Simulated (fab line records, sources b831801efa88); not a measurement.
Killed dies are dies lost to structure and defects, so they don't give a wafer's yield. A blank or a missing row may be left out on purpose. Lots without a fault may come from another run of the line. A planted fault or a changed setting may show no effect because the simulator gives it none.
A struck lot beside a sound one | flow sfq_line | 24 steps out of a route of 325
Sound: wafers L228.2, L228.3, L228.6. Struck: wafers L226.2, L226.4, L226.5. The cause comes at the end.
At each step with rows: each side's tool, then ch and its chambers, then its first start. Under that, the readings that differ: sound wafers | struck wafers | difference of the means | sigmas: that difference in standard deviations of wafers without a fault.
alike: readings whose means differ by less than 2 such deviations, and words and numbers that are the same on both sides. not compared: withheld readings, readings that some wafer has no value for, bounds like >300 that may hide the same value, and numbers for which the record gives no deviation and whose values overlap.
The two part at a step that has a row with sigmas, a row that says differs or no value, or rows on one side only. Numbers that don't overlap but have no deviation are shown without sigmas and don't part them. A reading that every wafer of one side lacks parts them only if that side has two wafers or more.

first, 6 steps without rows for these wafers: SFQ_TRILAYER_I1_VIA_LITHO_COAT_054 (resist thk 62 nm); SFQ_TRILAYER_I1_VIA_LITHO_COAT_049 (resist thk 650 nm); SFQ_TRILAYER_I1_VIA_LITHO_SOFTBAKE_053; SFQ_TRILAYER_I1_VIA_LITHO_EXPOSE_050 (exposes mask I1, target cd 500 nm); SFQ_TRILAYER_I1_VIA_LITHO_PEB_052 (peb time 60 s); SFQ_TRILAYER_I1_VIA_LITHO_DEVELOP_051 (time 60 s).
SFQ_I1_OVL_MEAS_913:
  sound on overlay-02, day 25 21:00; struck on overlay-01, day 24 18:57
  alike: I1_OVL
SFQ_TRILAYER_I1_VIA_BARC_OPEN_VIA_ETCH_071: etches BARC in O2, target depth 125 nm, time 41.7 s.
  sound on rie_diel-04 ch 0,1, day 25 21:02; struck on rie_diel-04 ch 0,1,2, day 24 18:59
  alike: bias_w, drypump_motor_current_A, oes_product_au
  not compared: rf_hours_counter_h
SFQ_TRILAYER_I1_VIA_ETCH_VIA_ETCH_052: etches SiO2 in CHF3, stops on Nb, target depth 260 nm.
  sound on rie_diel-04 ch 0,1, day 25 21:04; struck on rie_diel-04 ch 0,1,2, day 24 19:01
  alike: bias_w, drypump_motor_current_A, oes_product_au
SFQ_TRILAYER_I1_VIA_STRIP_STRIP_053: strips in O2.
  sound on rie_metal-01 ch 0,1, day 25 21:11; struck on rie_metal-01 ch 0,1, day 24 19:08
  alike: drypump_motor_current_A, he_backside_leak_sccm, oes_product_au
  not compared: rf_hours_counter_h
then, 2 steps without rows for these wafers: SFQ_TRILAYER_I1_VIA_STRIP_SOLV_CLEAN_054 (cleans in NMP, time 600 s); SFQ_TRILAYER_M2_DEP_PRE_CLEAN_056 (time 22.5 s).
SFQ_TRILAYER_M2_DEP_SPUTTER_055: material Nb, target thk 200 nm, time 133.3 s.
  sound on pvd_sputter-04, day 25 21:59; struck on pvd_sputter-04, day 24 19:56
  no value came back on the struck wafers for base_pressure_pa (Pa), cathode_dc_power_W (W), resputter_cathode_voltage_v (V), throttle_valve_pct (%); on the sound wafers base_pressure_pa (Pa) reads 1.51e-06 1.29e-06 1.46e-06
SFQ_M2_RS_MEAS_914: measures by four-point-probe.
  sound on film_metro-03, day 25 22:05; struck on film_metro-01, day 24 20:02
  reading           | sound             | struck | difference                    | sigmas
  M2_NB_RS (ohm/sq) | 0.893 0.911 0.890 | - - -  | no value on the struck wafers |
then, 6 steps without rows for these wafers: SFQ_TRILAYER_M2_LITHO_COAT_062 (resist thk 62 nm); SFQ_TRILAYER_M2_LITHO_COAT_057 (resist thk 600 nm); SFQ_TRILAYER_M2_LITHO_SOFTBAKE_061; SFQ_TRILAYER_M2_LITHO_EXPOSE_058 (exposes mask M2, target cd 500 nm); SFQ_TRILAYER_M2_LITHO_PEB_060 (peb time 60 s); SFQ_TRILAYER_M2_LITHO_DEVELOP_059 (time 60 s).
-- the record jumps here: 4 days lie between the struck wafers' starts before and after --
SFQ_M2_OVL_MEAS_916:
  sound on overlay-02, day 30 12:08; struck on overlay-01, day 29 03:00
  alike: M2_OVL
SFQ_TRILAYER_M2_BARC_OPEN_METAL_ETCH_077: etches BARC in O2, target depth 125 nm, time 41.7 s.
  sound on rie_metal-01 ch 1, day 30 12:10; struck on rie_metal-01 ch 0,1, day 29 03:02
  alike: bias_w, drypump_motor_current_A, he_backside_leak_sccm, oes_product_au
  not compared: rf_hours_counter_h
SFQ_TRILAYER_M2_ETCH_METAL_ETCH_060: etches Nb in Cl2/Ar, stops on SiO2, target depth 240 nm, time 120 s.
  sound on rie_metal-01 ch 1, day 30 12:14; struck on rie_metal-01 ch 0,1, day 29 03:05
  reading                      | sound             | struck            | difference | sigmas
  he_backside_leak_sccm (sccm) | 3.53 5.26 3.53    | 3.51 3.55 3.12    | -0.71      | -3
  oes_product_au (a.u.)        | 0.887 0.878 0.897 | 0.377 0.369 0.386 | -0.510     | -75
  alike: bias_w, drypump_motor_current_A
  not compared: rf_hours_counter_h
SFQ_TRILAYER_M2_STRIP_STRIP_061: strips in O2.
  sound on rie_metal-01 ch 1, day 30 12:22; struck on rie_metal-01 ch 0,1, day 29 03:13
  reading                      | sound       | struck      | difference | sigmas
  he_backside_leak_sccm (sccm) | 3.5 3.5 3.6 | 6.9 3.5 3.4 | +1.1       | +3
  alike: drypump_motor_current_A, oes_product_au
  not compared: rf_hours_counter_h

WHERE THEY PART
First at SFQ_TRILAYER_M2_DEP_SPUTTER_055; last, within this record, at SFQ_TRILAYER_M2_STRIP_STRIP_061.

WHY: what the simulator had put in
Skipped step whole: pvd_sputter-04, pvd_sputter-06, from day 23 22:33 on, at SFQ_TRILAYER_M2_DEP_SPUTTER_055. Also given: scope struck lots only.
